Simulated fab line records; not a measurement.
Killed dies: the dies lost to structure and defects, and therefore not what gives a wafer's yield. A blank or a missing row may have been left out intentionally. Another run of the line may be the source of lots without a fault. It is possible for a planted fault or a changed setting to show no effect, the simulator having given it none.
What tool caused it? / flow gf180mcu / Sampling: 11 lots, 33 wafers, 5 of 602 route steps

## WHAT THE GAUGES SHOWED, per wafer
GF_V5_OVL_MEAS_15.
lot=L231; measured=day 28 02:46; on=overlay-01; V5_OVL (nm)=-2 2 0
lot=L232; measured=day 28 08:14; on=overlay-02; V5_OVL (nm)=1 2 0
lot=L233; measured=day 28 10:04; on=overlay-01; V5_OVL (nm)=-1 -2 -2
lot=L234; measured=day 28 18:19; on=overlay-02; V5_OVL (nm)=-4 -6 -10
lot=L235; measured=day 29 05:35; on=overlay-01; V5_OVL (nm)=-5 -1 -8
lot=L243; measured=day 31 09:36; on=overlay-01; V5_OVL (nm)=4 0 -1
lot=L245; measured=day 32 00:34; on=overlay-01; V5_OVL (nm)=-1 1 4
lot=L246; measured=day 32 02:55; on=overlay-02; V5_OVL (nm)=-12 -15 -15
lot=L247; measured=day 32 06:53; on=overlay-02; V5_OVL (nm)=0 -2 9
lot=L249; measured=day 32 23:59; on=overlay-02; V5_OVL (nm)=3 -4 3
lot=L251; measured=day 33 10:00; on=overlay-02; V5_OVL (nm)=-1 -6 0

GF_PASSIVATION_THK_MEAS_01.
lot=L231; measured=day 29 00:46; on=film_metro-04; PASSIVATION_CVD_00_THK (nm)=979 1027 1001
lot=L232; measured=day 29 06:07; on=film_metro-03; PASSIVATION_CVD_00_THK (nm)=973 998 999
lot=L233; measured=day 29 08:26; on=film_metro-04; PASSIVATION_CVD_00_THK (nm)=976 990 997
lot=L234; measured=day 29 16:12; on=film_metro-04; PASSIVATION_CVD_00_THK (nm)=1020 1001 1014
lot=L235; measured=day 30 02:25; on=film_metro-04; PASSIVATION_CVD_00_THK (nm)=995 999 999
lot=L243; measured=day 32 04:43; on=film_metro-03; PASSIVATION_CVD_00_THK (nm)=360 359 365
lot=L245; measured=day 32 19:53; on=film_metro-04; PASSIVATION_CVD_00_THK (nm)=1021 392 383
lot=L246; measured=day 32 21:46; on=film_metro-04; PASSIVATION_CVD_00_THK (nm)=981 985 1011
lot=L247; measured=day 33 01:53; on=film_metro-02; PASSIVATION_CVD_00_THK (nm)=974 992 1001
lot=L249; measured=day 33 17:40; on=film_metro-02; PASSIVATION_CVD_00_THK (nm)=989 1002 1005
lot=L251; measured=day 34 03:31; on=film_metro-02; PASSIVATION_CVD_00_THK (nm)=990 1009 978

## EACH LOT AND THE TOOL THAT RAN IT (in order: tool; ch and the chambers of the sampled wafers; start)
lot=L231; GF_V5_SPUTTER_21=pvd_sputter-03, day 28 03:28; GF_TOP_METAL_SPUTTER_01=pvd_sputter-01, day 28 04:16; GF_PASSIVATION_CVD_00=pecvd-01 ch 1,2, day 29 00:40
lot=L232; GF_V5_SPUTTER_21=pvd_sputter-01, day 28 08:58; GF_TOP_METAL_SPUTTER_01=pvd_sputter-02, day 28 09:52; GF_PASSIVATION_CVD_00=pecvd-02 ch 1,2, day 29 06:02
lot=L233; GF_V5_SPUTTER_21=pvd_sputter-03, day 28 10:47; GF_TOP_METAL_SPUTTER_01=pvd_sputter-01, day 28 11:34; GF_PASSIVATION_CVD_00=pecvd-03 ch 0,1, day 29 08:20
lot=L234; GF_V5_SPUTTER_21=pvd_sputter-04, day 28 19:02; GF_TOP_METAL_SPUTTER_01=pvd_sputter-01, day 28 19:49; GF_PASSIVATION_CVD_00=pecvd-03 ch 0,1,2, day 29 16:07
lot=L235; GF_V5_SPUTTER_21=pvd_sputter-01, day 29 06:18; GF_TOP_METAL_SPUTTER_01=pvd_sputter-04, day 29 07:06; GF_PASSIVATION_CVD_00=pecvd-02 ch 0,1,2, day 30 02:19
lot=L243; GF_V5_SPUTTER_21=pvd_sputter-01, day 31 10:19; GF_TOP_METAL_SPUTTER_01=pvd_sputter-02, day 31 11:06; GF_PASSIVATION_CVD_00=pecvd-03 ch 1,2, day 32 04:37
lot=L245; GF_V5_SPUTTER_21=pvd_sputter-04, day 32 01:22; GF_TOP_METAL_SPUTTER_01=pvd_sputter-02, day 32 02:12; GF_PASSIVATION_CVD_00=pecvd-03 ch 1,2, day 32 19:47
lot=L246; GF_V5_SPUTTER_21=pvd_sputter-01, day 32 03:38; GF_TOP_METAL_SPUTTER_01=pvd_sputter-01, day 32 04:26; GF_PASSIVATION_CVD_00=pecvd-02 ch 0,2, day 32 21:41
lot=L247; GF_V5_SPUTTER_21=pvd_sputter-03, day 32 07:36; GF_TOP_METAL_SPUTTER_01=pvd_sputter-04, day 32 08:23; GF_PASSIVATION_CVD_00=pecvd-01 ch 0,2, day 33 01:48
lot=L249; GF_V5_SPUTTER_21=pvd_sputter-01, day 33 00:43; GF_TOP_METAL_SPUTTER_01=pvd_sputter-04, day 33 01:30; GF_PASSIVATION_CVD_00=pecvd-01 ch 0,2, day 33 17:35
lot=L251; GF_V5_SPUTTER_21=pvd_sputter-04, day 33 10:43; GF_TOP_METAL_SPUTTER_01=pvd_sputter-01, day 33 11:31; GF_PASSIVATION_CVD_00=pecvd-01 ch 0,1, day 34 03:25
- GF_V5_SPUTTER_21: material Ti, target thk 15 nm, time 80.02 s.
- GF_TOP_METAL_SPUTTER_01: material TiN, target thk 30 nm, time 25 s.
- GF_PASSIVATION_CVD_00: deposits SiO2 from TEOS, target thk 1000 nm, time 111.95 s.

## AS READ BY THE TOOLS THEMSELVES (means over the sampled wafers that have a number; for cases with no such wafer, the mark the record gives instead)
GF_V5_SPUTTER_21.
lot=L231; tool=pvd_sputter-03; throttle_valve_pct (%)=29.6
lot=L232; tool=pvd_sputter-01; throttle_valve_pct (%)=30.8
lot=L233; tool=pvd_sputter-03; throttle_valve_pct (%)=29.6
lot=L234; tool=pvd_sputter-04; throttle_valve_pct (%)=29.5
lot=L235; tool=pvd_sputter-01; throttle_valve_pct (%)=31.5
lot=L243; tool=pvd_sputter-01; throttle_valve_pct (%)=31.5
lot=L245; tool=pvd_sputter-04; throttle_valve_pct (%)=29.5
lot=L246; tool=pvd_sputter-01; throttle_valve_pct (%)=30.0
lot=L247; tool=pvd_sputter-03; throttle_valve_pct (%)=29.6
lot=L249; tool=pvd_sputter-01; throttle_valve_pct (%)=30.7
lot=L251; tool=pvd_sputter-04; throttle_valve_pct (%)=29.6

GF_TOP_METAL_SPUTTER_01.
lot=L231; tool=pvd_sputter-01; throttle_valve_pct (%)=30.8
lot=L232; tool=pvd_sputter-02; throttle_valve_pct (%)=31.2
lot=L233; tool=pvd_sputter-01; throttle_valve_pct (%)=30.3
lot=L234; tool=pvd_sputter-01; throttle_valve_pct (%)=30.8
lot=L235; tool=pvd_sputter-04; throttle_valve_pct (%)=29.4
lot=L243; tool=pvd_sputter-02; throttle_valve_pct (%)=30.6
lot=L245; tool=pvd_sputter-02; throttle_valve_pct (%)=30.0
lot=L246; tool=pvd_sputter-01; throttle_valve_pct (%)=30.9
lot=L247; tool=pvd_sputter-04; throttle_valve_pct (%)=29.6
lot=L249; tool=pvd_sputter-04; throttle_valve_pct (%)=29.4
lot=L251; tool=pvd_sputter-01; throttle_valve_pct (%)=30.9

GF_PASSIVATION_CVD_00.
lot=L231; tool=pecvd-01; heater_power_outer_w (W)=411; heater_power_w (W)=716; rf_fwd_power_W (W)=594.4; susceptor_temp_C (C)=400.04
lot=L232; tool=pecvd-02; heater_power_outer_w (W)=333; heater_power_w (W)=556; rf_fwd_power_W (W)=597.4; susceptor_temp_C (C)=400.00
lot=L233; tool=pecvd-03; heater_power_outer_w (W)=284; heater_power_w (W)=552; rf_fwd_power_W (W)=595.4; susceptor_temp_C (C)=400.32
lot=L234; tool=pecvd-03; heater_power_outer_w (W)=332; heater_power_w (W)=602; rf_fwd_power_W (W)=594.0; susceptor_temp_C (C)=400.04
lot=L235; tool=pecvd-02; heater_power_outer_w (W)=364; heater_power_w (W)=626; rf_fwd_power_W (W)=597.7; susceptor_temp_C (C)=400.21
lot=L243; tool=pecvd-03; heater_power_outer_w (W)=296; heater_power_w (W)=541; rf_fwd_power_W (W)=594.7; susceptor_temp_C (C)=399.85
lot=L245; tool=pecvd-03; heater_power_outer_w (W)=317; heater_power_w (W)=563; rf_fwd_power_W (W)=596.9; susceptor_temp_C (C)=400.10
lot=L246; tool=pecvd-02; heater_power_outer_w (W)=346; heater_power_w (W)=620; rf_fwd_power_W (W)=597.6; susceptor_temp_C (C)=399.88
lot=L247; tool=pecvd-01; heater_power_outer_w (W)=377; heater_power_w (W)=676; rf_fwd_power_W (W)=596.2; susceptor_temp_C (C)=399.68
lot=L249; tool=pecvd-01; heater_power_outer_w (W)=382; heater_power_w (W)=684; rf_fwd_power_W (W)=595.3; susceptor_temp_C (C)=399.88
lot=L251; tool=pecvd-01; heater_power_outer_w (W)=333; heater_power_w (W)=588; rf_fwd_power_W (W)=597.6; susceptor_temp_C (C)=400.06

## THE ANSWER, worked out from the rows above alone
Rule: the lots themselves supply what counts as usual. Put in order of their means at a reading, lots are off if they are a third of the lots or fewer, leave a main group of 4 or more, and stand apart from it by a gap of 3 or more times the standard deviation of the main group's means; of several such gaps the widest counts. A main group is skipped when, at the precision printed for the reading in the tables above, its means are all equal. A lot without any number at a reading at which 4 lots or more have one is off too. All remaining lots with rows at the step are treated as sound. First the gauges in route order, then the tools' own readings, where a lot's mean is used as printed above. The first step at which some lot is off is used, and at that step the reading that is off furthest; a lot without a number counts as furthest.
Off: L243, L245, seen at GF_PASSIVATION_THK_MEAS_01 (PASSIVATION_CVD_00_THK). The main group has a mean of 996 nm with a standard deviation of 7.3.
A tool fits if, at a process step before that reading, it ran every lot that is off, and no sound lot after the first of them. Those tools and the gauges at GF_PASSIVATION_THK_MEAS_01 are tried in the same way. Undecided on this evidence; 2 tools fit (pvd_sputter-02 at GF_TOP_METAL_SPUTTER_01, pecvd-03 at GF_PASSIVATION_CVD_00).

## WHAT HAD BEEN PUT IN BY THE SIMULATOR
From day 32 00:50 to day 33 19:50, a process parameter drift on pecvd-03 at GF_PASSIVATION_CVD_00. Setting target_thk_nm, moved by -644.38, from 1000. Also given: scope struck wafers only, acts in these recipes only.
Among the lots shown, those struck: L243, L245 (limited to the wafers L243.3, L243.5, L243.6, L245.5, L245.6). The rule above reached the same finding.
